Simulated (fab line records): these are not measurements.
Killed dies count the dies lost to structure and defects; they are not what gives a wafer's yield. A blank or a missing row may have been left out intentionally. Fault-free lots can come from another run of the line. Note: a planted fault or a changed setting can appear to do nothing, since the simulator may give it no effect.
Chamber matching	flow gf180mcu	rieDiel-01 running GF_PASSIVATION_ETCH_11: 4 sister chambers
The step etches the open film in CF4/O2, stops on TiN, target depth 2040 nm, time 453.3 s. 8 wafers are shown with their chamber, then 9 later ones without.

WAFERS, EACH WITH ITS CHAMBER
wafer	chamber	drypumpMotorCurrentA (A)	throttleValvePct (%)
L075.2	2	5.3	5.959
L079.6	3	5.0	5.972
L080.2	3	5.0	5.974
L082.1	0	5.8	5.970
L082.5	1	4.6	5.976
L085.1	0	5.8	5.969
L085.3	2	5.4	5.960
L085.4	1	4.6	5.966

WAFERS WITH NO CHAMBER GIVEN
wafer	drypumpMotorCurrentA (A)	throttleValvePct (%)
L088.2	5.9	5.959
L088.4	5.0	5.968
L088.5	5.3	5.977
L089.1	5.3	5.966
L089.5	5.0	5.978
L089.6	5.9	5.990
L097.1	5.9	5.958
L097.3	5.4	5.956
L097.4	5.4	5.975

CHAMBER TAKEN BY EACH
wafer	from the rows above	in truth
L088.2	0	0
L088.4	3	3
L088.5	2	2
L089.1	2	2
L089.5	3	3
L089.6	0	0
L097.1	0	0
L097.3	2	2
L097.4	2	2
Placed correctly: 9 of 9. Left unplaced by these rows: 0. Placed wrongly: 0.
How it was worked out, from the rows above alone: a wafer's distance from a chamber is the root of the sum, over the readings, of the square of ((its reading less the chamber's mean) divided by the reading's scatter). If the next closest chamber is less than 2 further off than the closest, the wafer can't be placed; otherwise it belongs to the closest. For every chamber, the mean is computed from those of its wafers that are shown. The scatter: the root of (the sum of the squares of (reading less its chamber's mean) over the shown wafers, divided by (wafers less chambers)).
